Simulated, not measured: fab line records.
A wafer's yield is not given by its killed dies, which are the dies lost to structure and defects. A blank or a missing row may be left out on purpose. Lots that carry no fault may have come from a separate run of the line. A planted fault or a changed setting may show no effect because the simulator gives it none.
What tool caused it? ; flow sky130 ; 33 wafers from 11 lots sampled at 5 of the route's 708 steps

## WHAT EACH GAUGE READ, for each wafer
SKY_VIA2_THK_MEAS_01.
lot;measured;on;VIA2_HDPCVD_THK (nm)
L389;day 35 13:04;film_metro-04;1164 1181 1158
L390;day 35 20:01;film_metro-01;1163 1182 1171
L391;day 36 00:22;film_metro-03;1191 1165 1189
L392;day 36 10:35;film_metro-04;1177 1161 1169
L401;day 39 07:02;film_metro-01;1781 1772 1784
L402;day 39 12:28;film_metro-01;1758 1762 1774
L408;day 41 08:59;film_metro-01;1200 1210 1191
L409;day 41 11:35;film_metro-01;1189 1155 1184
L410;day 41 18:04;film_metro-03;1163 1196 1181
L411;day 42 03:20;film_metro-04;1161 1192 1166
L412;day 42 08:53;film_metro-04;1173 1188 1178

SKY_VIA2_BOW_MEAS_03.
lot;measured;on;VIA2_BOW (um)
L389;day 35 13:26;film_metro-04;75 87 80
L390;day 35 20:24;film_metro-04;94 87 86
L391;day 36 00:43;film_metro-03;94 88 88
L392;day 36 11:15;film_metro-01;80 100 79
L401;day 39 07:24;film_metro-04;81 84 83
L402;day 39 12:53;film_metro-03;84 88 97
L408;day 41 09:22;film_metro-01;87 96 79
L409;day 41 11:57;film_metro-01;97 93 93
L410;day 41 18:36;film_metro-01;84 91 84
L411;day 42 03:42;film_metro-03;87 94 86
L412;day 42 09:15;film_metro-01;82 75 80

SKY_VIA2_OVL_MEAS_13.
lot;measured;on;VIA2_OVL (nm)
L389;day 36 15:23;overlay-01;-3 0 3
L390;day 36 23:13;overlay-01;-1 -7 -7
L391;day 37 02:44;overlay-02;-3 -5 -3
L392;day 37 12:37;overlay-01;-14 -6 -10
L401;day 40 08:08;overlay-02;-10 -12 -5
L402;day 40 13:34;overlay-01;-13 -9 -14
L408;day 42 09:20;overlay-02;-6 1 -2
L409;day 42 11:55;overlay-02;-4 -7 -4
L410;day 42 18:23;overlay-01;-1 -6 -1
L411;day 43 03:05;overlay-01;1 3 -1
L412;day 43 08:43;overlay-01;-5 -4 -7

## TOOL THAT RAN EACH LOT (tool first, then ch and the chambers of the sampled wafers, then the start)
lot;SKY_METAL2_SPUTTER_02;SKY_VIA2_HDPCVD_00
L389;pvd_sputter-04, day 34 09:25;hdpcvd-01 ch 0,1,2, day 35 12:57
L390;pvd_sputter-04, day 34 15:57;hdpcvd-01 ch 0,1,2, day 35 19:55
L391;pvd_sputter-02, day 34 20:09;hdpcvd-02 ch 0,1,2, day 36 00:14
L392;pvd_sputter-04, day 35 06:46;hdpcvd-01 ch 0,1, day 36 10:27
L401;pvd_sputter-03, day 38 04:19;hdpcvd-01 ch 0,2, day 39 06:55
L402;pvd_sputter-02, day 38 10:46;hdpcvd-01 ch 0,1, day 39 12:20
L408;pvd_sputter-03, day 40 07:25;hdpcvd-02 ch 1,2, day 41 08:52
L409;pvd_sputter-04, day 40 10:37;hdpcvd-02 ch 1,2, day 41 11:28
L410;pvd_sputter-04, day 40 16:25;hdpcvd-02 ch 0,1,2, day 41 17:56
L411;pvd_sputter-02, day 41 01:44;hdpcvd-02 ch 0,1, day 42 03:13
L412;pvd_sputter-02, day 41 07:52;hdpcvd-02 ch 0,2, day 42 08:44
- SKY_METAL2_SPUTTER_02: material AlCu, target thk 250 nm, time 13.3 s.
- SKY_VIA2_HDPCVD_00: deposits SiO2, target thk 1180 nm, time 196.7 s.

## WHAT THE TOOLS THEMSELVES READ (means of the sampled wafers that have a number; where no wafer has one, the mark that the record gives instead)
SKY_METAL2_SPUTTER_02.
lot;tool;chamber_pressure_pa (Pa);throttle_valve_pct (%)
L389;pvd_sputter-04;0.4001;28.8
L390;pvd_sputter-04;0.4005;29.9
L391;pvd_sputter-02;0.4003;30.9
L392;pvd_sputter-04;0.4002;29.1
L401;pvd_sputter-03;0.4002;30.4
L402;pvd_sputter-02;0.4006;29.0
L408;pvd_sputter-03;0.3993;29.8
L409;pvd_sputter-04;0.3996;29.4
L410;pvd_sputter-04;0.3995;29.2
L411;pvd_sputter-02;0.3998;31.3
L412;pvd_sputter-02;0.3999;31.4

SKY_VIA2_HDPCVD_00.
lot;tool;sih4_flow_sccm (sccm)
L389;hdpcvd-01;59.91
L390;hdpcvd-01;60.09
L391;hdpcvd-02;59.97
L392;hdpcvd-01;60.12
L401;hdpcvd-01;90.15
L402;hdpcvd-01;89.96
L408;hdpcvd-02;59.84
L409;hdpcvd-02;60.07
L410;hdpcvd-02;59.91
L411;hdpcvd-02;59.94
L412;hdpcvd-02;60.21

## THE ANSWER, worked out from the rows above alone
Rule: the lots themselves supply what counts as usual. The widest of any qualifying gaps counts: lots, ordered by their means at a reading, are off when they make up no more than a third of the lots, leave a main group of 4 or more, and stand apart from it by 3 or more times the standard deviation of that group's means. The tables above print the reading to a certain number of digits; a main group whose means all agree to those digits is not used. A lot without any number at a reading at which 4 lots or more have one is off too. Any other lot the step has rows for is counted as sound. Order of review: gauges by route order, followed by the tools' own readings, for which a lot's mean as printed above is used. The first step at which some lot is off is used, and at that step the reading that is off furthest; a lot without a number counts as furthest.
Off: L401, L402, seen at SKY_VIA2_THK_MEAS_01 (VIA2_HDPCVD_THK). For the main group the mean is 1178 nm and the standard deviation 9.3.
A tool fits if, at a process step before that reading, it ran every lot that is off, and no sound lot after the first of them. The gauges at SKY_VIA2_THK_MEAS_01 aren't tried: what is off there is off at SKY_VIA2_HDPCVD_00 too, on other tools, and a gauge's error can't cause that. One fits: hdpcvd-01 at SKY_VIA2_HDPCVD_00. Its last sound lot is L392 (day 36 10:27), its first lot that is off L401 (day 39 06:55): a fault that began between those two fits.
The tool's own readings at SKY_VIA2_HDPCVD_00 bear it out: on the lots that are off they differ by more than 5 times the standard deviation of the sound lots' means. sih4_flow_sccm reads 90.06 sccm there against 60.01 sccm on the sound lots.

## WHAT THE SIMULATOR HAD PUT IN
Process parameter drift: hdpcvd-01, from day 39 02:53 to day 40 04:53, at SKY_VIA2_HDPCVD_00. A move of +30 in setting sih4_flow_sccm, from 60. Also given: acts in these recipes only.
Lots struck among those shown: L401, L402. The rule above reached the same finding.
